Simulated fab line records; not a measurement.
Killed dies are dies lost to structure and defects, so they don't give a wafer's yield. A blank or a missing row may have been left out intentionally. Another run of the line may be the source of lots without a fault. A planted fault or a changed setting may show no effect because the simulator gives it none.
Problem report in the 8D (eight disciplines) form, filled by code    flow sky130    the parts of the form that need people (team, actions taken, sign-off) are left out

== 1. PROBLEM STATEMENT ==
Mean of developer temp C at SKY_SD_P_DEVELOP_06: 23.67 C across 5 wafers in 2 lots; on wafers with no fault it is 22.99 C (standard deviation 0.11). Measured from the usual mean, that is +6.2 standard deviations.
The step: develop time 60 s.
Earliest sighting: wafer L169.2 on litho track-03 at day 30 15:22. The record has a number at this step for 38 wafers belonging to 13 lots. Rule for "out" (also "out of limits"): further than 4 standard deviations from the usual mean. The rest of the wafers with a number are treated as sound.

== 2. WHAT IT IS, AND WHAT IT ISN'T ==
question                     is                      is not
which readings at this step  developer temp C        -
which lots                   L169, L172              L154, L155, L156, L157, L158, L162, L165, L167, L171, L176, L177
which wafers of those lots   all that have a number  -
read on which tools          litho track-03          litho track-01, litho track-02
when                         from day 30 15:22       up to then (24 sound wafers); but 9 sound wafers of L171, L176, L177 came after

== 3. THE SUSPECTS, EACH WITH WHAT RULES IT OUT ==
Counting: a tool at a process step up to the reading stays a suspect if it ran every lot that is out and no sound lot after the first of them.
- litho track-03 at SKY_SD_P_DEVELOP_06 (develop time 60 s): kept. It processed each lot that is out, first L169 at day 30 15:22, and no sound lot thereafter; up to then, the last sound lot it processed was L165 at day 29 18:55. Out on those wafers are its own readings of developer temp C.
Remaining after the count: litho track-03 at SKY_SD_P_DEVELOP_06.

== 4. THE CAUSE (what the simulator had put in) ==
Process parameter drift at SKY_SD_P_DEVELOP_06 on litho track-03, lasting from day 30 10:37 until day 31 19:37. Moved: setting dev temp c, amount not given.
This tool alone remained once counting was done.

== 5. THE EFFECT CHAIN, in route order ==
One row per reading whose mean, taken over the struck wafers that have a number, lies over 3 standard deviations from the usual. Only readings for which the record gives a usual standard deviation are gone through. hours: the time from each lot's start at the first step in this table that gives one to its start at this step, as a median over the lots. sigmas: the change in usual standard deviations.
hours  step                 reading           usual    on struck wafers  change  sigmas
0      SKY_SD_P_DEVELOP_06  developer temp C  22.99 C  23.67             +0.68   +6.2
It contains these process steps:
- SKY_SD_P_DEVELOP_06: develop time 60 s.

== 6. HOW IT WOULD HAVE BEEN CAUGHT EARLIER ==
In this record no reading fell out of limits until day 30 15:22, 5 hours after the fault had begun at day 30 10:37.
